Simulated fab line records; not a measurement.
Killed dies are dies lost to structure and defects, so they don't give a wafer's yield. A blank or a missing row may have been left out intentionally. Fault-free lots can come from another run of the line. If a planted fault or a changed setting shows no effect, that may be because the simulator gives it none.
The tool behind it: which one? || flow gf180mcu || 6 lots with 18 wafers sampled at 3 steps, on a route of 602 steps

WHAT THE GAUGES SHOWED, per wafer
GF_M2_OVL_MEAS_15.
{"lot": "L630", "measured": "day 20 08:42", "on": "overlay-01", "M2_OVL (nm)": "-3 -6 -10"}
{"lot": "L634", "measured": "day 21 23:29", "on": "overlay-02", "M2_OVL (nm)": "-5 -9 1"}
{"lot": "L639", "measured": "day 23 18:31", "on": "overlay-02", "M2_OVL (nm)": "-1 -9 -6"}
{"lot": "L641", "measured": "day 24 06:20", "on": "overlay-02", "M2_OVL (nm)": "3 4 4"}
{"lot": "L645", "measured": "day 25 12:28", "on": "overlay-01", "M2_OVL (nm)": "-3 2 -2"}
{"lot": "L648", "measured": "day 26 08:31", "on": "overlay-02", "M2_OVL (nm)": "7 4 2"}

TOOL THAT RAN EACH LOT (tool first, then ch and the chambers of the sampled wafers, then the start)
{"lot": "L630", "GF_V1_STRIP_18": "plasma_asher-02 ch 0,1, day 19 09:58", "GF_M2_SPUTTER_01": "pvd_sputter-04, day 19 11:17"}
{"lot": "L634", "GF_V1_STRIP_18": "plasma_asher-03 ch 0,1, day 20 21:13", "GF_M2_SPUTTER_01": "pvd_sputter-02, day 20 22:33"}
{"lot": "L639", "GF_V1_STRIP_18": "plasma_asher-01 ch 0,1, day 22 17:43", "GF_M2_SPUTTER_01": "pvd_sputter-03, day 22 19:05"}
{"lot": "L641", "GF_V1_STRIP_18": "plasma_asher-03 ch 0,1, day 23 05:42", "GF_M2_SPUTTER_01": "pvd_sputter-02, day 23 07:08"}
{"lot": "L645", "GF_V1_STRIP_18": "plasma_asher-02 ch 1, day 24 12:37", "GF_M2_SPUTTER_01": "pvd_sputter-03, day 24 14:17"}
{"lot": "L648", "GF_V1_STRIP_18": "plasma_asher-03 ch 0,1, day 25 08:51", "GF_M2_SPUTTER_01": "pvd_sputter-02, day 25 10:31"}
- GF_V1_STRIP_18: strips in O2/N2.
- GF_M2_SPUTTER_01: material TiN, target thk 30 nm, time 25 s.

THE ANSWER, worked out from the rows above alone
Rule: usual is defined by the lots themselves. Put in order of their means at a reading, lots are off if they are a third of the lots or fewer, leave a main group of 4 or more, and stand apart from it by a gap of 3 or more times the standard deviation of the main group's means; of several such gaps the widest counts. A main group is skipped when, at the precision printed for the reading in the tables above, its means are all equal. Also off: a lot with no number at a reading for which 4 or more lots have one. The other lots that the step has rows for count as sound.
Nothing can be told from this: no lot is off at any reading shown.

WHAT THE SIMULATOR HAD PUT IN
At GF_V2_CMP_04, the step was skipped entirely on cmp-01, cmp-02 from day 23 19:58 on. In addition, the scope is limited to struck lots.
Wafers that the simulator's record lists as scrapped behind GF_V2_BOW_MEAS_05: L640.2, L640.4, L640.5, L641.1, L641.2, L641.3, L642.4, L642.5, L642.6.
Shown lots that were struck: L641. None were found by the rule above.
